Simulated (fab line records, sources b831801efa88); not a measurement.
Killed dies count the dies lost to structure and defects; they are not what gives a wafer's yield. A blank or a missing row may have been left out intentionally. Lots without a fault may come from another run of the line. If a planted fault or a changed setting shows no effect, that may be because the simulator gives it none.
fab line records	flow sky130
record lots=4	wafers=12	lastDay=50
route steps=708 shown SD_N@352 SALICIDE@361 LI_CONTACT@362 PAD_OPEN@708
lots that met no fault: taken from a fault-free run of the same line
startH: start of the lot's first displayed wafer, in hours after the record's first day	waitH: hours since the lot's step before	" unchanged from the row above	L1.1+2: several wafers, shown together as one row	- no value, or no start given	* or withheld: withheld	< > ~ a bound
route shown NAME@n: a module of which the file shows steps, and the number in the route of the first	usual: the fault-free wafers' mean and standard deviation	same: alike in all rows	chamber/n: place in a boat	sites: each site's reading	_std_site: standard deviation of those values	_edge_site: the outer-site mean with the inner-site mean subtracted	radiusMm: how far each site lies from the wafer's centre	mask NAME#n: copy n	behind: the most recent tool/chamber to have shaped the wafer	hold: why the lot was held/for how many hours/how that ended	device: transistor that didn't switch, given as n, p or np	end of line: the tests these same wafers got at the end of their route	a step given without rows: its recipe and nothing more	killed: dies that structure and defects cost at the first sort, which is not the same as the wafer's yield	map: a wafer's dies, marking killed ones x, the rest . and places with no die _
set.NAME: setting as actually run; set.NAME@STEP: the setting as run at that earlier step	model.NAME: the simulator's own value behind a step, which no gauge read
lots at selected steps of the route; one table per step, one row per wafer
services: when a tool's chamber went out of use (startH, in hours from the record's first day, below 0 if earlier), for how many hours, and the reason
## steps
# step SKY_SD_N_IMPLANT_10
# recipe species=P	energyKev=20	doseCm2=1e+14	tiltDeg=0
# step SKY_SD_N_STRIP_11
# recipe chemistry=O2/N2	powerW=1400	pressureMtorr=1500	platenTempC=withheld	o2FlowSccm=3000	n2FlowSccm=300	overashFraction=0.5
# step SKY_SD_N_CLEAN_13
# recipe chemistry=SC1/SC2	mix=1:4:20	tempC=70	timeS=150	dry=n2Spin
# step SKY_SD_N_RTA_14
# recipe tempC=1075	timeS=2	idleTempC=650	rampUpCPerS=150	rampDownCPerS=90	ambient=N2
# step SKY_SALICIDE_CLEAN_00
# recipe chemistry=HF-last	timeS=30	dilution=100:1	dry=ipaMarangoni
# step SKY_LI_CONTACT_HDPCVD_00
# recipe material=PSG	targetThkNm=930	sigmaOpenFrac=0.3	timeS=155	tempC=600	sih4FlowSccm=60	pressureMtorr=6
# step SKY_LI_CONTACT_CMP_02
# recipe material=PSG	downForcePsi=4	platenRpm=60	padVelocityMS=0.94248
# usual edgeZonePressureFrac=1.001/0.0044	headPressurePsi=4.001/0.008	motorCurrentA=11.6/0.86	timeToEndpointS=31.4/2.5
lot.wafer	tool	chamber	startH	waitH	edgeZonePressureFrac	headPressurePsi	motorCurrentA	timeToEndpointS	model.PSG_of_LI_CONTACT_HDPCVD_00.thkNm
L352.2	cmp-01	0	653.57	0.1	0.993	4.005	13.3	34.6	597.1
L352.3	"	1	"	"	1.003	3.987	11.5	36.6	596.9
L352.6	"	3	"	"	1.006	3.991	12.4	35.9	595.8
L370.4	cmp-02	0	808.33	0.0	-	-	-	-	930.1
L370.3	"	1	"	"	-	-	-	-	937.2
L370.2	"	3	"	"	-	-	-	-	931.7
L371.3	cmp-01	0	810.48	0.0	-	-	-	-	935.8
L371.4	"	2	"	"	-	-	-	-	936.6
L371.6	"	0	"	"	-	-	-	-	927.9
L373.2	cmp-01	0	822.27	0.0	1.000	4.003	13.1	34.4	596.9
L373.6	"	0	"	"	1.004	4.012	13.5	32.4	599.1
L373.5	"	1	"	"	0.998	3.997	11.6	33.8	597.4
# step SKY_LI_CONTACT_DEHYDRATE_04
# recipe tempC=200	timeS=60
# step SKY_LI_CONTACT_HMDS_05
# recipe primeTimeS=60	primeTempC=120
# step SKY_LI_CONTACT_COAT_06
# recipe resist=BARC	tempC=withheld	timeS=withheld	spinRpm=3000	resistThkNm=60
# step SKY_LI_CONTACT_COAT_07
# recipe resist=KrF-thick	spinRpm=3000	resistThkNm=450
# step SKY_LI_CONTACT_SOFTBAKE_08
# recipe tempC=100	timeS=90	resist=KrF-thick
# step SKY_LI_CONTACT_EXPOSE_09
# recipe maskId=LICM1	na=0.8	sourceShape=annular	sigmaInner=0.55	sigmaOuter=0.85	targetCdNm=170	doseMj=38
# step SKY_LI_CONTACT_PEB_10
# recipe pebTempC=withheld	pebTimeS=withheld	resist=KrF-thick
# step SKY_LI_CONTACT_DEVELOP_11
# recipe developTimeS=60	resist=KrF-thick	devTempC=21
# step SKY_LI_CONTACT_ETCH_14
# recipe chemistry=N2/H2	target=BARC	ionEnergyEv=200	sourceW=500	biasW=100	pressureMtorr=30	n2FlowSccm=100	h2FlowSccm=200	stopOn=SiO2	timeS=45.9	targetDepthA=600
# step SKY_LI_CONTACT_ETCH_15
# recipe target=PSG	chemistry=C4F8/O2/Ar	stopOn=Si	taperDeg=4.15	maskMaterial=KrF-thick	sourceW=1500	biasW=1200	pressureMtorr=40	c4f8FlowSccm=withheld	O2_flow_sccm=6	Ar_flow_sccm=300	timeS=withheld	targetDepthA=6000
# usual oesProductAu=0.836/0.0044
lot.wafer	tool	chamber	startH	waitH	oesProductAu	model.LI_CONTACT.featureDepthNm	model.etch.depthNm
L352.2	rieDiel-03	1	682.44	0.0	0.836	597.1	597.1
L352.3	"	2	"	"	0.837	596.9	596.9
L352.6	"	3	"	"	0.835	595.8	595.8
L370.2	rieDiel-01	1	835.94	0.0	1.635	815.8	815.8
L370.3	"	2	"	"	1.643	820.6	820.6
L370.4	"	1	"	"	1.644	815.1	815.1
L371.3	rieDiel-01	1	838.09	0.0	1.625	804	804
L371.4	"	3	"	"	1.610	797.3	797.3
L371.6	"	3	"	"	1.617	802.2	802.2
L373.2	rieDiel-03	0	848.47	0.0	0.838	596.9	596.9
L373.5	"	1	"	"	0.844	597.4	597.4
L373.6	"	2	"	"	0.836	599.1	599.1
# step SKY_LI_CONTACT_STRIP_16
# recipe chemistry=O2/N2	powerW=1400	pressureMtorr=1500	platenTempC=withheld	o2FlowSccm=3000	n2FlowSccm=300	overashFraction=0.5
# step SKY_LI_CONTACT_CLEAN_17
# recipe chemistry=NMP	timeS=600	tempC=60	dry=n2Spin
# step SKY_LI_CONTACT_PRE_CLEAN_18
# recipe gas=Ar	timeS=5.6	biasV=358
# step SKY_LI_CONTACT_SPUTTER_19
# recipe material=Ti	targetThkNm=20	chamberPressurePa=5	powerW=2500	substrateTempC=200	timeS=106.37
# step SKY_LI_CONTACT_SPUTTER_20
# recipe material=TiN	targetThkNm=20	chamberPressurePa=5	powerW=4000	timeS=80
# step SKY_LI_CONTACT_CVD_21
# recipe material=W	targetThkNm=400	timeS=120.56	tempC=400	pressureTorr=40
# step SKY_LI_CONTACT_CMP_24
# recipe stopOn=PSG	tOverpolishS=20	downForcePsi=3.5	platenRpm=60	targetThkNm=0	padVelocityMS=0.94248
# usual edgeZonePressureFrac=1.000/0.0049	headPressurePsi=3.499/0.0079	motorCurrentA=10.8/0.79
lot.wafer	tool	chamber	startH	waitH	edgeZonePressureFrac	headPressurePsi	motorCurrentA	model.PSG_of_LI_CONTACT_HDPCVD_00.thkNm
L352.3	cmp-02	3	683.26	0.0	0.996	3.494	11.1	587.4
L352.2	"	1	"	"	1.000	3.505	9.5	587.6
L352.6	"	3	"	"	1.000	3.514	10.9	586.4
L370.4	cmp-01	2	837.03	0.3	1.002	3.503	9.9	920.7
L370.2	"	3	"	"	1.004	3.504	11.4	922.3
L370.3	"	0	"	"	1.001	3.503	12.3	927.8
L371.4	cmp-02	0	838.91	0.0	0.999	3.494	11.2	927.1
L371.3	"	1	"	"	0.995	3.509	9.9	926.4
L371.6	"	1	"	"	0.999	3.507	10.4	918.4
L373.2	cmp-02	2	849.39	0.1	0.995	3.494	11.0	587.5
L373.5	"	0	"	"	0.988	3.500	10.7	587.9
L373.6	"	1	"	"	1.001	3.495	9.9	589.6
# step SKY_PAD_OPEN_PROBE_99
# usual killed_at_M0_to_M3=42/6.4	killed_at_M4_up=3.0/2	killedAtContacts=24/5.2	killedAtFrontEnd=14/4.2	killedAtOther=0.4/0.72	killedDies=84/9	killedOnRim=16/3.7	killedOpen=46/6.6	killedShort=38/6
# same grossDies=492	killedAtBackSide=0
lot.wafer	tool	chamber	startH	waitH	killed_at_M0_to_M3	killed_at_M4_up	killedAtContacts	killedAtFrontEnd	killedAtOther	killedDies	killedOnRim	killedOpen	killedShort
L352.2	prober-02	-	1081.20	0.1	45	3	36	12	0	96	15	55	41
L352.3	prober-02	-	1081.25	0.2	46	3	35	13	0	97	21	55	42
L352.6	prober-02	-	1081.40	0.2	43	5	29	17	0	94	14	54	40
L370.2	prober-01	-	1187.76	0.1	33	2	439	18	0	492	96	41	41
L370.3	prober-01	-	1187.81	0.2	50	1	428	13	0	492	96	55	37
L370.4	prober-01	-	1187.86	0.2	34	2	437	19	0	492	96	36	46
L371.3	prober-02	-	1191.72	0.2	38	5	431	18	0	492	96	40	44
L371.4	prober-02	-	1191.77	0.2	30	0	448	14	0	492	96	38	34
L371.6	prober-02	-	1191.87	0.2	36	2	434	20	0	492	96	49	37
L373.2	prober-02	-	1197.37	0.1	41	9	16	15	0	81	21	41	40
L373.5	prober-02	-	1197.52	0.2	53	3	28	17	2	103	21	48	55
L373.6	prober-02	-	1197.57	0.2	51	4	24	17	1	97	16	54	43
# killed by level:class
L352.2 CONTACT:geometricParticle:open=16 VIA1:geometricParticle:open=9 LI_CONTACT:geometricParticle:open=7 VIA3:geometricParticle:open=6 METAL1:geometricParticle:short=5 VIA1:geometricParticle:short=5 FIELD_ISO:geometricParticle:open=4 LI_CONTACT:geometricParticle:short=4
L352.3 CONTACT:geometricParticle:open=12 VIA1:geometricParticle:open=9 CONTACT:geometricParticle:short=7 METAL2:geometricParticle:short=7 METAL2:geometricParticle:open=7 POLY_GATE:geometricParticle:short=6 LI_CONTACT:geometricParticle:open=6 METAL1:geometricParticle:short=6
L352.6 CONTACT:geometricParticle:open=13 VIA1:geometricParticle:open=10 LOCAL_INTERCONNECT:geometricParticle:short=9 VIA3:geometricParticle:open=8 METAL1:geometricParticle:short=6 FIELD_ISO:geometricParticle:short=5 FIELD_ISO:geometricParticle:open=4 METAL3:geometricParticle:short=4
L370.2 LI_CONTACT:areaCmp=403 CONTACT:geometricParticle:open=13 FIELD_ISO:geometricParticle:short=7 LOCAL_INTERCONNECT:geometricParticle:short=7 LI_CONTACT:areaEtch=7 FIELD_ISO:geometricParticle:open=6 VIA1:geometricParticle:open=6 VIA3:geometricParticle:open=6
L370.3 LI_CONTACT:areaCmp=382 LI_CONTACT:areaEtch=18 VIA1:geometricParticle:open=14 CONTACT:geometricParticle:open=12 VIA3:geometricParticle:open=8 METAL1:geometricParticle:short=6 VIA2:geometricParticle:open=6 CONTACT:geometricParticle:short=5
L370.4 LI_CONTACT:areaCmp=304 LI_CONTACT:areaEtch=106 CONTACT:geometricParticle:open=9 LOCAL_INTERCONNECT:geometricParticle:short=7 VIA1:geometricParticle:open=6 CONTACT:geometricParticle:short=5 METAL1:geometricParticle:short=5 METAL2:geometricParticle:short=5
L371.3 LI_CONTACT:areaCmp=339 LI_CONTACT:areaEtch=69 CONTACT:geometricParticle:open=8 VIA2:geometricParticle:open=8 VIA1:geometricParticle:open=7 METAL2:geometricParticle:short=6 FIELD_ISO:geometricParticle:open=5 LOCAL_INTERCONNECT:geometricParticle:short=5
L371.4 LI_CONTACT:areaCmp=408 LI_CONTACT:areaEtch=12 CONTACT:geometricParticle:open=11 VIA1:geometricParticle:open=7 CONTACT:geometricParticle:short=6 POLY_GATE:geometricParticle:short=5 LOCAL_INTERCONNECT:geometricParticle:short=5 METAL2:geometricParticle:short=5
L371.6 LI_CONTACT:areaCmp=394 LI_CONTACT:areaEtch=12 CONTACT:geometricParticle:open=11 LI_CONTACT:geometricParticle:open=8 VIA2:geometricParticle:open=8 FIELD_ISO:geometricParticle:open=6 POLY_GATE:geometricParticle:open=6 METAL2:geometricParticle:short=6
L373.2 VIA1:geometricParticle:open=8 VIA2:geometricParticle:open=6 CONTACT:geometricParticle:open=6 VIA3:geometricParticle:open=6 METAL4:geometricParticle:short=6 FIELD_ISO:geometricParticle:short=5 METAL1:geometricParticle:short=5 VIA1:geometricParticle:short=5
L373.5 METAL1:geometricParticle:short=11 VIA2:geometricParticle:open=9 VIA1:geometricParticle:open=8 LI_CONTACT:geometricParticle:open=8 CONTACT:geometricParticle:short=7 LI_CONTACT:geometricParticle:short=6 CONTACT:geometricParticle:open=6 VIA3:geometricParticle:open=6
L373.6 VIA1:geometricParticle:open=11 CONTACT:geometricParticle:open=10 VIA2:geometricParticle:open=8 FIELD_ISO:geometricParticle:short=7 VIA3:geometricParticle:open=7 VIA1:geometricParticle:short=5 LOCAL_INTERCONNECT:geometricParticle:short=4 VIA3:geometricParticle:short=4
# map L370.2 (x killed, . not)
__________xxxxxxxxxx_________
________xxxxxxxxxxxxxx_______
______xxxxxxxxxxxxxxxxxx_____
_____xxxxxxxxxxxxxxxxxxxx____
____xxxxxxxxxxxxxxxxxxxxxx___
___xxxxxxxxxxxxxxxxxxxxxxxx__
__xxxxxxxxxxxxxxxxxxxxxxxxxx_
_xxxxxxxxxxxxxxxxxxxxxxxxxxxx
_xxxxxxxxxxxxxxxxxxxxxxxxxxxx
_xxxxxxxxxxxxxxxxxxxxxxxxxxxx
_xxxxxxxxxxxxxxxxxxxxxxxxxxxx
_xxxxxxxxxxxxxxxxxxxxxxxxxxxx
_xxxxxxxxxxxxxxxxxxxxxxxxxxxx
_xxxxxxxxxxxxxxxxxxxxxxxxxxxx
_xxxxxxxxxxxxxxxxxxxxxxxxxxxx
__xxxxxxxxxxxxxxxxxxxxxxxxxx_
___xxxxxxxxxxxxxxxxxxxxxxxx__
____xxxxxxxxxxxxxxxxxxxxxx___
_____xxxxxxxxxxxxxxxxxxxx____
______xxxxxxxxxxxxxxxxxx_____
________xxxxxxxxxxxxxx_______
__________xxxxxxxxxx_________
# map L371.3 (x killed, . not)
__________xxxxxxxxxx_________
________xxxxxxxxxxxxxx_______
______xxxxxxxxxxxxxxxxxx_____
_____xxxxxxxxxxxxxxxxxxxx____
____xxxxxxxxxxxxxxxxxxxxxx___
___xxxxxxxxxxxxxxxxxxxxxxxx__
__xxxxxxxxxxxxxxxxxxxxxxxxxx_
_xxxxxxxxxxxxxxxxxxxxxxxxxxxx
_xxxxxxxxxxxxxxxxxxxxxxxxxxxx
_xxxxxxxxxxxxxxxxxxxxxxxxxxxx
_xxxxxxxxxxxxxxxxxxxxxxxxxxxx
_xxxxxxxxxxxxxxxxxxxxxxxxxxxx
_xxxxxxxxxxxxxxxxxxxxxxxxxxxx
_xxxxxxxxxxxxxxxxxxxxxxxxxxxx
_xxxxxxxxxxxxxxxxxxxxxxxxxxxx
__xxxxxxxxxxxxxxxxxxxxxxxxxx_
___xxxxxxxxxxxxxxxxxxxxxxxx__
____xxxxxxxxxxxxxxxxxxxxxx___
_____xxxxxxxxxxxxxxxxxxxx____
______xxxxxxxxxxxxxxxxxx_____
________xxxxxxxxxxxxxx_______
__________xxxxxxxxxx_________
## services
tool	chamber	startH	hours	kind
rieDiel-01	3	640.50	3.9	repair
rieDiel-01	2	656.19	2.5	repair
rieDiel-03	-	658.77	2.8	pm
cmp-01	-	659.68	0.3	repair
cmp-01	-	678.46	10.0	pm
cmp-02	-	691.07	2.4	repair
cmp-02	-	696.63	5.6	pm
cmp-01	-	698.88	33.3	repair
rieDiel-01	3	719.77	1.5	repair
cmp-01	-	744.08	4.0	pm
cmp-02	-	746.17	4.1	repair
cmp-01	-	748.08	-	consumableReplace:conditioner
cmp-01	-	748.08	-	consumableReplace:pad
rieDiel-03	3	753.62	11.4	repair
rieDiel-01	0	756.41	35.0	repair
cmp-02	-	770.32	0.8	repair
rieDiel-03	2	780.34	10.8	repair
cmp-01	-	781.59	1.7	repair
rieDiel-01	-	791.40	0.8	repair
rieDiel-01	0	822.81	-	clean
rieDiel-01	0	822.81	13.9	scheduledDown
rieDiel-01	0	822.81	13.9	ventCycle
cmp-02	-	834.53	3.8	repair
cmp-01	-	849.31	3.4	repair
## key
firstSign step=SKY_LI_CONTACT_CMP_02	reading=toolRecord	direction=missing
effect step=SKY_LI_CONTACT_ETCH_15	reading=oesProductAu	direction=up	sigmas=99+	usual=0.836	struck=1.629
effect step=SKY_PAD_OPEN_PROBE_99	reading=killedAtContacts	direction=up	sigmas=79	usual=24	struck=436
modelEffect step=SKY_LI_CONTACT_CMP_02	value=PSG_of_LI_CONTACT_HDPCVD_00.thkNm	without=597	struck=933.2
modelEffect step=SKY_LI_CONTACT_ETCH_15	value=LI_CONTACT.featureDepthNm	without=597	struck=809.2
modelEffect step=SKY_LI_CONTACT_CMP_24	value=PSG_of_LI_CONTACT_HDPCVD_00.thkNm	without=587.5	struck=923.8
moreKillsBornAt SKY_LI_CONTACT_CMP_02@cmp-01=1135	SKY_LI_CONTACT_CMP_02@cmp-02=1085
metAt SKY_LI_CONTACT_CMP_02
struckWafers L370.2,L370.3,L370.4,L371.3,L371.4,L371.6
laterRowsLeftOut L370.2,L370.3,L370.4,L371.3,L371.4,L371.6
testerLeftOut L370,L371
onsetBetween 653.57 808.33
fault kind=skippedStepWhole	tool=cmp-01,cmp-02	chamber=-	onsetH=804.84	steps=SKY_LI_CONTACT_CMP_02	scope=struckLotsOnly
# testerLeftOut: of these lots the tester's yield and bins aren't shown, on N5 and GAA mostly nor the transistor test; their killed dies are dies lost to structure and defects alone, not to doping, threshold or leakage, so they don't give the yield
# laterRowsLeftOut: the simulator's readings of these wafers behind a module that went badly wrong aren't trusted and aren't shown, but for the sort
